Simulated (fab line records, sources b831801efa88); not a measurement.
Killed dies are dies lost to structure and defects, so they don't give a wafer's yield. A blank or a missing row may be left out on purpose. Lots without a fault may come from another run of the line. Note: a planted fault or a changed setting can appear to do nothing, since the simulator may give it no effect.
fab line records + flow sky130
record:
- lots: 6
- wafers: 18
- last_day: 50
route steps=708 shown LDD_HVP@285 LDD_LDN@289 PAD_OPEN@708
lots that met no fault: taken from a fault-free run of the same line
start_h: hours from the record's first day to the start of the lot's first wafer shown + wait_h: time in hours since the lot's previous step + " identical to the entry in the row above + L1.1+2: several wafers, shown together as one row + - no value, or no start was given + * or withheld: withheld + < > ~ a bound
route shown NAME@n: a module of which the file shows steps, and the number in the route of the first + usual: average and standard deviation across the fault-free wafers + same: alike in all rows + chamber/n: place in a boat + sites: readings site by site + _std_site: the values' standard deviation + _edge_site: the outer-site mean with the inner-site mean subtracted + radius_mm: for every site, how far away it sits from the centre of the wafer + mask NAME#n: copy n + behind: the most recent tool/chamber to have shaped the wafer + hold: reason for holding the lot/hours on hold/outcome of the hold + device: names the non-switching transistor (n, p or np) + end of line: tests of these same wafers at the route's end + a step given without rows: its recipe and nothing more + killed: dies that structure and defects cost at the first sort, which is not the same as the wafer's yield + map: per-die view of a wafer (x killed, . not killed, _ where there is no die)
set.NAME: the setting as run; set.NAME@STEP: as run at that earlier step + model.NAME: the simulator's own value behind a step, which no gauge read
a table for each step, a row for each wafer; lots at some steps of the route
services: the hour from which a tool's chamber was out of use, counted from the record's first day as start_h (under 0 if before that day), plus the number of hours and why
== steps ==
step: SKY_LDD_HVP_OVL_MEAS_07
usual:
- LDD_HVP_OVL: 0.4/1.4
| lot.wafer | tool       | chamber | start_h | wait_h | LDD_HVP_OVL[nm] |
|-----------|------------|---------|---------|--------|-----------------|
| L822.2    | overlay-02 | -       | 560.63  | 0.1    | 1.5             |
| L822.3    | "          | -       | "       | "      | -0.8            |
| L822.6    | "          | -       | "       | "      | 1.4             |
| L823.1    | overlay-02 | -       | 563.40  | 0.1    | -0.8            |
| L823.2    | "          | -       | "       | "      | -0.1            |
| L823.4    | "          | -       | "       | "      | -1.0            |
| L835.2    | overlay-02 | -       | 677.71  | 0.1    | -1.9            |
| L835.3    | "          | -       | "       | "      | -1.1            |
| L835.6    | "          | -       | "       | "      | -1.9            |
| L838.2    | overlay-01 | -       | 690.66  | 0.1    | -0.7            |
| L838.3    | "          | -       | "       | "      | 2.2             |
| L838.6    | "          | -       | "       | "      | 0.8             |
| L836.1    | overlay-01 | -       | 691.28  | 0.1    | 2.5             |
| L836.3    | "          | -       | "       | "      | 2.6             |
| L836.6    | "          | -       | "       | "      | 0.6             |
| L837.4    | overlay-01 | -       | 693.92  | 0.1    | 1.3             |
| L837.5    | "          | -       | "       | "      | 1.3             |
| L837.6    | "          | -       | "       | "      | -0.5            |
step: SKY_LDD_HVP_IMPLANT_08
recipe:
- species: B
- energy_kev: 20
- dose_cm2: 1.7e+13
- tilt_deg: 17.9
step: SKY_LDD_HVP_STRIP_09
recipe:
- chemistry: O2/N2
- power_w: 1400
- pressure_mtorr: 1500
- platen_temp_c: withheld
- o2_flow_sccm: 3000
- n2_flow_sccm: 300
- overash_fraction: 0.5
usual:
- drypump_motor_current_A: 5.7/0.48
- oes_product_au: 0.408/0.0044
- strip_time_to_endpoint_s: 4.134/0.015
| lot.wafer | tool            | chamber | start_h | wait_h | drypump_motor_current_A | oes_product_au | rf_hours_counter_h | strip_time_to_endpoint_s |
|-----------|-----------------|---------|---------|--------|-------------------------|----------------|--------------------|--------------------------|
| L822.2    | plasma_asher-03 | 1       | 560.81  | 0.1    | 5.3                     | 0.411          | 81                 | 4.131                    |
| L822.3    | "               | 1       | "       | "      | 5.2                     | 0.408          | -                  | 4.113                    |
| L822.6    | "               | 0       | "       | "      | 5.3                     | 0.405          | -                  | 4.138                    |
| L823.1    | plasma_asher-03 | 1       | 563.58  | 0.1    | 5.3                     | 0.412          | 82                 | 4.136                    |
| L823.2    | "               | 0       | "       | "      | 5.3                     | 0.402          | 82                 | 4.141                    |
| L823.4    | "               | 1       | "       | "      | 5.2                     | 0.405          | -                  | 4.111                    |
| L835.2    | plasma_asher-01 | 0       | 677.89  | 0.1    | 6.1                     | 0.407          | 24                 | 4.135                    |
| L835.3    | "               | 0       | "       | "      | 6.1                     | 0.413          | -                  | 4.142                    |
| L835.6    | "               | 0       | "       | "      | 6.1                     | 0.411          | -                  | 4.122                    |
| L838.2    | plasma_asher-01 | 0       | 690.84  | 0.1    | 6.1                     | 0.410          | 26                 | 4.147                    |
| L838.3    | "               | 1       | "       | "      | 5.7                     | 0.403          | -                  | 4.141                    |
| L838.6    | "               | 0       | "       | "      | 6.1                     | 0.406          | -                  | 4.135                    |
| L836.1    | plasma_asher-04 | 0       | 691.46  | 0.1    | 6.6                     | 0.398          | 58                 | 4.144                    |
| L836.3    | "               | 1       | "       | "      | 5.5                     | 0.419          | -                  | 4.142                    |
| L836.6    | "               | 0       | "       | "      | 6.6                     | 0.409          | -                  | 4.153                    |
| L837.4    | plasma_asher-04 | 1       | 694.13  | 0.1    | 5.5                     | 0.410          | -                  | 4.152                    |
| L837.5    | "               | 1       | "       | "      | 5.5                     | 0.407          | -                  | 4.126                    |
| L837.6    | "               | 0       | "       | "      | 6.6                     | 0.411          | -                  | 4.107                    |
step: SKY_LDD_HVP_TW_MEAS_10
usual:
- LDD_HVP_TW: 458/3.4
| lot.wafer | tool          | chamber | start_h | wait_h | LDD_HVP_TW |
|-----------|---------------|---------|---------|--------|------------|
| L822.2    | film_metro-02 | -       | 560.92  | 0.1    | 462        |
| L822.3    | "             | -       | "       | "      | 461        |
| L822.6    | "             | -       | "       | "      | 461        |
| L823.1    | film_metro-01 | -       | 563.68  | 0.1    | 455        |
| L823.2    | "             | -       | "       | "      | 454        |
| L823.4    | "             | -       | "       | "      | 454        |
| L835.2    | film_metro-01 | -       | 678.00  | 0.1    | 453        |
| L835.3    | "             | -       | "       | "      | 453        |
| L835.6    | "             | -       | "       | "      | 453        |
| L838.2    | film_metro-02 | -       | 690.95  | 0.1    | 456        |
| L838.3    | "             | -       | "       | "      | 459        |
| L838.6    | "             | -       | "       | "      | 457        |
| L836.1    | film_metro-01 | -       | 691.56  | 0.1    | 454        |
| L836.3    | "             | -       | "       | "      | 452        |
| L836.6    | "             | -       | "       | "      | 452        |
| L837.4    | film_metro-02 | -       | 694.22  | 0.1    | 457        |
| L837.5    | "             | -       | "       | "      | 456        |
| L837.6    | "             | -       | "       | "      | 457        |
step: SKY_LDD_LDN_DEHYDRATE_00
recipe:
- temp_c: 200
- time_s: 60
step: SKY_LDD_LDN_HMDS_01
recipe:
- prime_time_s: 60
- prime_temp_c: 120
step: SKY_LDD_LDN_COAT_02
recipe:
- resist: NOVOLAK
- spin_rpm: 3000
- resist_thk_nm: 1140
step: SKY_LDD_LDN_SOFTBAKE_03
recipe:
- temp_c: 90
- time_s: 60
- resist: NOVOLAK
step: SKY_LDD_LDN_EXPOSE_04
recipe:
- mask_id: LDNTM
- na: 0.6
- source_shape: conventional
- sigma_outer: 0.6
- polarization: unpolarized
- target_cd_nm: 700
- dose_mj: 140
step: SKY_LDD_LDN_PEB_05
recipe:
- temp_c: withheld
- time_s: *
- resist: NOVOLAK
step: SKY_LDD_LDN_DEVELOP_06
recipe:
- resist: NOVOLAK
- developer: TMAH
- develop_time_s: 60
- dev_temp_c: 23
step: SKY_LDD_LDN_OVL_MEAS_07
usual:
- LDD_LDN_OVL: -0.8/1.5
| lot.wafer | tool       | chamber | start_h | wait_h | LDD_LDN_OVL[nm] |
|-----------|------------|---------|---------|--------|-----------------|
| L822.2    | overlay-02 | -       | 589.68  | 0.1    | 0.4             |
| L822.3    | "          | -       | "       | "      | -1.4            |
| L822.6    | "          | -       | "       | "      | -1.4            |
| L823.1    | overlay-02 | -       | 593.25  | 0.1    | 0.3             |
| L823.2    | "          | -       | "       | "      | 0.8             |
| L823.4    | "          | -       | "       | "      | 0.8             |
| L835.2    | overlay-01 | -       | 706.16  | 0.1    | 1.0             |
| L835.3    | "          | -       | "       | "      | 2.0             |
| L835.6    | "          | -       | "       | "      | 3.1             |
| L838.2    | overlay-02 | -       | 718.91  | 0.1    | -1.9            |
| L838.3    | "          | -       | "       | "      | -1.4            |
| L838.6    | "          | -       | "       | "      | -1.3            |
| L836.1    | overlay-02 | -       | 719.20  | 0.1    | -1.0            |
| L836.3    | "          | -       | "       | "      | 1.4             |
| L836.6    | "          | -       | "       | "      | -0.1            |
| L837.4    | overlay-01 | -       | 722.29  | 0.1    | -0.8            |
| L837.5    | "          | -       | "       | "      | -2.0            |
| L837.6    | "          | -       | "       | "      | -0.2            |
step: SKY_LDD_LDN_IMPLANT_08
recipe:
- species: As
- energy_kev: 15
- dose_cm2: 1.25e+13
- tilt_deg: withheld
- rotation_deg: 23
usual:
- dose_ions_cm2: 1.2497e+13/1.4e+10
- faraday_current_uA: 70.3/1.5
same:
- implant_ion_amu: 75
| lot.wafer | tool         | chamber | start_h | wait_h | dose_ions_cm2 | faraday_current_uA |
|-----------|--------------|---------|---------|--------|---------------|--------------------|
| L822.2    | implanter-03 | 0       | 589.74  | 0.0    | 1.2499e+13    | 69.2               |
| L822.3    | "            | 0       | "       | "      | 1.2488e+13    | 70.7               |
| L822.6    | "            | 0       | "       | "      | 1.2517e+13    | 67.1               |
| L823.1    | implanter-02 | 0       | 593.28  | 0.0    | 1.2492e+13    | 69.8               |
| L823.2    | "            | 0       | "       | "      | 1.2493e+13    | 70.5               |
| L823.4    | "            | 0       | "       | "      | 1.2495e+13    | 70.7               |
| L835.2    | implanter-02 | 0       | 706.21  | 0.0    | 1.0687e+13    | 59.1               |
| L835.3    | "            | 0       | "       | "      | 1.0665e+13    | 59.2               |
| L835.6    | "            | 0       | "       | "      | 1.0674e+13    | 60.9               |
| L838.2    | implanter-03 | 0       | 718.96  | 0.0    | 1.2477e+13    | 71.1               |
| L838.3    | "            | 0       | "       | "      | 1.2481e+13    | 68.5               |
| L838.6    | "            | 0       | "       | "      | 1.2507e+13    | 70.4               |
| L836.1    | implanter-02 | 0       | 719.24  | 0.0    | 1.0704e+13    | 58.5               |
| L836.3    | "            | 0       | "       | "      | 1.0684e+13    | 62.5               |
| L836.6    | "            | 0       | "       | "      | 1.0688e+13    | 61.1               |
| L837.4    | implanter-01 | 0       | 722.39  | 0.1    | 1.2526e+13    | 70.8               |
| L837.5    | "            | 0       | "       | "      | 1.2507e+13    | 72.9               |
| L837.6    | "            | 0       | "       | "      | 1.2492e+13    | 70.9               |
step: SKY_LDD_LDN_IMPLANT_09
recipe:
- species: As
- energy_kev: 15
- dose_cm2: 1.25e+13
- tilt_deg: withheld
- rotation_deg: 113
step: SKY_PAD_OPEN_PROBE_99
usual:
- killed_at_M0_to_M3: 43/6.7
- killed_at_M4_up: 3.1/1.9
- killed_at_contacts: 25/5
- killed_at_front_end: 15/4
- killed_at_other: 0.4/0.69
- killed_dies: 87/9.2
- killed_open: 46/7.1
- killed_short: 40/6.8
same:
- gross_dies: 492
- killed_at_back_side: 0
| lot.wafer | tool      | chamber | start_h | wait_h | killed_at_M0_to_M3 | killed_at_M4_up | killed_at_contacts | killed_at_front_end | killed_at_other | killed_dies | killed_open | killed_short |
|-----------|-----------|---------|---------|--------|--------------------|-----------------|--------------------|---------------------|-----------------|-------------|-------------|--------------|
| L822.2    | prober-02 | -       | 1124.57 | 0.1    | 38                 | 7               | 26                 | 9                   | 0               | 80          | 45          | 35           |
| L822.3    | prober-02 | -       | 1124.62 | 0.2    | 38                 | 4               | 31                 | 18                  | 0               | 91          | 46          | 45           |
| L822.6    | prober-02 | -       | 1124.77 | 0.2    | 53                 | 1               | 17                 | 9                   | 0               | 80          | 41          | 39           |
| L823.1    | prober-01 | -       | 1126.96 | 0.1    | 39                 | 3               | 17                 | 15                  | 1               | 75          | 40          | 35           |
| L823.2    | prober-01 | -       | 1127.01 | 0.1    | 33                 | 2               | 25                 | 16                  | 0               | 76          | 39          | 37           |
| L823.4    | prober-01 | -       | 1127.11 | 0.2    | 32                 | 2               | 22                 | 14                  | 0               | 70          | 34          | 36           |
| L835.2    | prober-01 | -       | 1195.88 | 0.1    | 36                 | 5               | 26                 | 13                  | 0               | 80          | 38          | 42           |
| L835.3    | prober-01 | -       | 1195.93 | 0.2    | 39                 | 3               | 30                 | 17                  | 0               | 89          | 43          | 46           |
| L835.6    | prober-01 | -       | 1196.08 | 0.2    | 48                 | 7               | 31                 | 9                   | 0               | 95          | 44          | 51           |
| L836.1    | prober-02 | -       | 1203.11 | 0.1    | 50                 | 4               | 21                 | 18                  | 0               | 93          | 43          | 49           |
| L836.3    | prober-02 | -       | 1203.21 | 0.2    | 48                 | 0               | 15                 | 17                  | 0               | 80          | 45          | 35           |
| L836.6    | prober-02 | -       | 1203.36 | 0.2    | 53                 | 4               | 22                 | 19                  | 0               | 98          | 52          | 46           |
| L837.4    | prober-02 | -       | 1206.32 | 0.2    | 40                 | 2               | 25                 | 13                  | 0               | 80          | 50          | 28           |
| L837.5    | prober-02 | -       | 1206.37 | 0.2    | 47                 | 10              | 22                 | 15                  | 0               | 94          | 45          | 49           |
| L837.6    | prober-02 | -       | 1206.42 | 0.2    | 28                 | 2               | 30                 | 15                  | 0               | 75          | 40          | 34           |
killed by level:class
L822.2 CONTACT:geometric_particle:open=8 VIA3:geometric_particle:open=8 VIA2:geometric_particle:open=7 METAL4:geometric_particle:short=7 LI_CONTACT:geometric_particle:open=6 VIA1:geometric_particle:open=6 LI_CONTACT:geometric_particle:short=4 LOCAL_INTERCONNECT:geometric_particle:short=4
L822.3 CONTACT:geometric_particle:open=10 CONTACT:geometric_particle:short=9 VIA1:geometric_particle:open=8 METAL2:geometric_particle:short=5 VIA2:geometric_particle:open=5 VIA3:geometric_particle:short=5 VIA3:geometric_particle:open=5 FIELD_ISO:geometric_particle:open=4
L822.6 VIA1:geometric_particle:open=12 VIA2:geometric_particle:open=10 METAL2:geometric_particle:short=7 VIA3:geometric_particle:open=6 CONTACT:geometric_particle:open=6 VIA1:geometric_particle:short=5 VIA2:geometric_particle:short=4 METAL1:geometric_particle:short=4
L823.1 VIA1:geometric_particle:open=12 METAL1:geometric_particle:short=7 LI_CONTACT:geometric_particle:short=5 LI_CONTACT:geometric_particle:open=5 CONTACT:geometric_particle:open=5 FIELD_ISO:geometric_particle:open=4 POLY_GATE:geometric_particle:open=4 VIA2:geometric_particle:open=4
L823.2 VIA1:geometric_particle:open=8 CONTACT:geometric_particle:open=8 METAL1:geometric_particle:short=7 CONTACT:geometric_particle:short=6 FIELD_ISO:geometric_particle:short=5 VIA2:geometric_particle:open=5 FIELD_ISO:geometric_particle:open=4 LI_CONTACT:geometric_particle:open=4
L823.4 LI_CONTACT:geometric_particle:open=7 CONTACT:geometric_particle:short=6 VIA1:geometric_particle:open=6 METAL2:geometric_particle:short=5 CONTACT:geometric_particle:open=5 METAL1:geometric_particle:short=5 VIA1:geometric_particle:short=5 VIA2:geometric_particle:open=5
L835.2 CONTACT:geometric_particle:open=8 LOCAL_INTERCONNECT:geometric_particle:short=7 VIA1:geometric_particle:open=7 LI_CONTACT:geometric_particle:open=6 POLY_GATE:geometric_particle:open=5 VIA1:geometric_particle:short=5 VIA3:geometric_particle:short=5 METAL1:geometric_particle:short=4
L835.3 CONTACT:geometric_particle:open=12 VIA1:geometric_particle:open=11 LOCAL_INTERCONNECT:geometric_particle:short=8 METAL2:geometric_particle:short=8 POLY_GATE:geometric_particle:short=6 METAL1:geometric_particle:short=5 POLY_GATE:geometric_particle:open=4 CONTACT:geometric_particle:short=4
L835.6 VIA1:geometric_particle:open=13 CONTACT:geometric_particle:open=9 METAL1:geometric_particle:short=9 CONTACT:geometric_particle:short=8 FIELD_ISO:geometric_particle:short=6 LI_CONTACT:geometric_particle:open=6 METAL2:geometric_particle:short=5 METAL4:geometric_particle:short=5
L836.1 VIA1:geometric_particle:open=10 VIA1:geometric_particle:short=7 METAL2:geometric_particle:short=7 LI_CONTACT:geometric_particle:open=6 CONTACT:geometric_particle:open=6 METAL1:geometric_particle:short=5 VIA3:geometric_particle:open=5 VIA3:geometric_particle:short=5
L836.3 VIA1:geometric_particle:open=14 CONTACT:geometric_particle:open=7 POLY_GATE:geometric_particle:short=6 VIA2:geometric_particle:open=6 METAL2:geometric_particle:short=6 VIA3:geometric_particle:open=5 VIA1:geometric_particle:short=4 FIELD_ISO:geometric_particle:short=3
L836.6 VIA2:geometric_particle:open=12 VIA1:geometric_particle:open=10 FIELD_ISO:geometric_particle:open=7 CONTACT:geometric_particle:open=7 METAL2:geometric_particle:short=7 VIA3:geometric_particle:open=6 LI_CONTACT:geometric_particle:short=5 METAL1:geometric_particle:short=5
L837.4 CONTACT:geometric_particle:open=12 VIA1:geometric_particle:open=9 METAL1:geometric_particle:short=8 LI_CONTACT:geometric_particle:open=7 VIA3:geometric_particle:open=6 VIA2:geometric_particle:open=4 VIA2:geometric_particle:short=4 FIELD_ISO:geometric_particle:open=3
L837.5 VIA1:geometric_particle:open=10 METAL1:geometric_particle:short=6 CONTACT:geometric_particle:open=6 VIA3:geometric_particle:short=6 METAL4:geometric_particle:short=6 METAL2:geometric_particle:short=6 FIELD_ISO:geometric_particle:open=5 POLY_GATE:geometric_particle:short=5
L837.6 CONTACT:geometric_particle:open=8 LI_CONTACT:geometric_particle:open=8 FIELD_ISO:geometric_particle:short=7 VIA3:geometric_particle:open=6 LI_CONTACT:geometric_particle:short=5 CONTACT:geometric_particle:short=4 LOCAL_INTERCONNECT:geometric_particle:short=4 VIA1:geometric_particle:open=4
== services ==
| tool            | chamber | start_h | hours | kind   |
|-----------------|---------|---------|-------|--------|
| implanter-02    | -       | 599.76  | 2.3   | repair |
| plasma_asher-03 | -       | 604.10  | 2.8   | pm     |
| plasma_asher-01 | -       | 653.95  | 1.4   | repair |
| plasma_asher-04 | -       | 654.22  | 2.8   | pm     |
| implanter-02    | -       | 702.42  | 0.8   | repair |
| plasma_asher-03 | -       | 717.84  | 0.6   | repair |
== key ==
first_sign:
- step: SKY_LDD_LDN_IMPLANT_08
- reading: dose_ions_cm2
- direction: down
- sigmas: 99+
- usual: *
- struck: *
effect:
- step: SKY_LDD_LDN_IMPLANT_08
- reading: faraday_current_uA
- direction: down
- sigmas: 6.8
- usual: 70.3
- struck: 60.2
met_at SKY_LDD_LDN_IMPLANT_08
struck_wafers L835.2,L835.3,L835.6,L836.1,L836.3,L836.6
tester_left_out L835,L836
onset_between 593.28 706.21
fault:
- kind: process_parameter_drift
- tool: implanter-02
- chamber: -
- onset_h: 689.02
- steps: SKY_LDD_LDN_IMPLANT_08
- channel: dose_cm2
- offset: *
- shape: step
- end_h: 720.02
- acts_in: *
- stated: *
tester_left_out: of these lots the tester's yield and bins aren't shown, on N5 and GAA mostly nor the transistor test; their killed dies are dies lost to structure and defects alone, not to doping, threshold or leakage, so they don't give the yield
